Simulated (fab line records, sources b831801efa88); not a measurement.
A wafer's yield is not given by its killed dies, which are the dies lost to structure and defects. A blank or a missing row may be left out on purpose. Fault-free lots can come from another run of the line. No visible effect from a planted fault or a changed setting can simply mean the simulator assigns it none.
One fault seen from 2 desks + flow sky130 + numbers are kept per desk, each desk with only its own; the story behind them comes last

== DESK OF THE TOOL OWNER: wet-bench-04 ==
The tool's own readings at SKY_FIELD_ISO_WET_ETCH_30 (etches SiO2 in dHF, target depth 25 nm, time 50 s): means of the sampled wafers that have a number, for each lot that ran on this tool. Any lot whose mean is over 4 standard deviations away from the usual mean is out of limits and marked OUT; that distance is given in the brackets.
Columns: A = bath-heat-duty-pct at SKY_FIELD_ISO_WET_ETCH_30, usual 6.7 %; B = temp-c at SKY_FIELD_ISO_WET_ETCH_30, usual 24.99 C
| lot  | first seen here | A              | B                      |
|------|-----------------|----------------|------------------------|
| L609 | day 3 01:41     | 5.7            | 24.93                  |
| L614 | day 4 07:22     | 0.0 (-9.7) OUT | 8.24 (-99 or more) OUT |
This desk finds L614 out of limits, L614 being first, at day 4 07:22 (bath-heat-duty-pct at SKY_FIELD_ISO_WET_ETCH_30). L609: within limits.

== AT THE METROLOGY DESK ==
What the gauges read for every lot (on any tool): the sampled wafers with a number, averaged. Any lot whose mean is over 4 standard deviations away from the usual mean is out of limits and marked OUT; that distance is given in the brackets.
Columns: A = FIELD_ISO_OXIDATION_01_THK at SKY_FIELD_ISO_THK_MEAS_23, usual 9.99 nm; B = FIELD_ISO_CVD_24_THK at SKY_FIELD_ISO_THK_MEAS_25, usual 593 nm; C = NWELL_OXIDATION_THK at SKY_NWELL_THK_MEAS_02, usual 9.99 nm; D = DNWELL_TW at SKY_DNWELL_TW_MEAS_09, usual 1114; E = PWDE_OVL at SKY_PWDE_OVL_MEAS_07, usual 0.0 nm; F = PWDE_TW at SKY_PWDE_TW_MEAS_10, usual 374.5
| lot  | first seen here | A     | B   | C     | D    | E    | F     |
|------|-----------------|-------|-----|-------|------|------|-------|
| L609 | day 2 21:59     | 9.89  | 592 | 10.01 | 1118 | 4.2  | 376.7 |
| L610 | day 3 03:17     | 9.93  | 587 | 9.97  | 1106 | 1.6  | 375.3 |
| L614 | day 4 03:37     | 9.85  | 600 | 9.79  | 1110 | -2.7 | 374.3 |
| L623 | day 5 22:56     | 10.20 | 596 | 10.22 | 1113 | -1.9 | 373.7 |
| L628 | day 7 04:26     | 10.13 | 585 | 9.95  | 1111 | -3.6 | 375.7 |
This desk's finding: nothing out of limits on any of the 5 lots.

== ALL TOGETHER ==
An alarm could have come from the tool owner's desk at day 4 07:22, on L614.
Nothing out of limits was seen by the metrology desk.
The metrology desk holds a record of L614, inside its limits.
All the named lots went through SKY_FIELD_ISO_WET_ETCH_30 on wet-bench-04.

== WHAT THE SIMULATOR HAD PUT IN ==
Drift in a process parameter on wet-bench-04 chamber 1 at SKY_FIELD_ISO_WET_ETCH_30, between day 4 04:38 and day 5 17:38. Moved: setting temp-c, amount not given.
Shown lots that were struck: L614.
Hours from the fault's start to each desk's first reading out of limits: the tool owner's desk, 3.
